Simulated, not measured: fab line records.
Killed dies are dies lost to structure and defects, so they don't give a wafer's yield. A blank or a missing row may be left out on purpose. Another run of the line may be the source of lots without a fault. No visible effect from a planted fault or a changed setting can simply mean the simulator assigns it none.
Which tool is to blame? ; flow sky130 ; 33 wafers sampled from 11 lots at 1 step of a route of 708

## WHAT THE GAUGES READ, wafer by wafer
SKY_GATE_OXIDE_OVL_MEAS_10.
lot;measured;on;GATE_OXIDE_OVL (nm)
L188;day 14 18:47;overlay-02;-1.7 -0.1 -2.9
L189;day 14 21:53;overlay-01;-2.4 -1.1 -0.8
L191;day 15 15:52;overlay-02;-0.6 1.6 0.6
L192;day 16 03:54;overlay-01;-1.1 -1.5 -2.0
L195;day 17 10:31;overlay-02;-0.4 -2.2 -0.9
L200;day 19 09:59;overlay-02;-2.6 0.3 0.8
L202;day 20 11:56;overlay-01;-5.4 -4.1 -2.9
L203;day 20 13:01;overlay-01;-1.3 -1.0 -2.1
L206;day 21 11:33;overlay-01;1.2 0.9 1.1
L208;day 21 23:35;overlay-01;-2.1 -3.6 -3.1
L209;day 22 01:25;overlay-01;-1.5 -1.7 -1.6

## TOOL THAT RAN EACH LOT (tool first, then ch and the chambers of the sampled wafers, then the start)
There is no process step in the record ahead of these readings.

## WHAT THE TOOLS THEMSELVES READ (means of the sampled wafers that have a number; where no wafer has one, the mark that the record gives instead)
The record holds no such reading with a usual standard deviation.

## THE ANSWER, worked out from the rows above alone
Rule: usual is defined by the lots themselves. Put in order of their means at a reading, lots are off if they are a third of the lots or fewer, leave a main group of 4 or more, and stand apart from it by a gap of 3 or more times the standard deviation of the main group's means; of several such gaps the widest counts. A main group whose means are all the same, to the digits that the tables above print for the reading, isn't used. Also off: a lot with no number at a reading for which 4 or more lots have one. All remaining lots with rows at the step are treated as sound. The gauges are gone through in route order, then the tools' own readings, and for those a lot's mean is taken as printed above. The first step at which some lot is off is used, and at that step the reading that is off furthest; a lot without a number counts as furthest.
Nothing can be told from this: no lot is off at any reading shown.

## WHAT WAS PUT IN BY THE SIMULATOR
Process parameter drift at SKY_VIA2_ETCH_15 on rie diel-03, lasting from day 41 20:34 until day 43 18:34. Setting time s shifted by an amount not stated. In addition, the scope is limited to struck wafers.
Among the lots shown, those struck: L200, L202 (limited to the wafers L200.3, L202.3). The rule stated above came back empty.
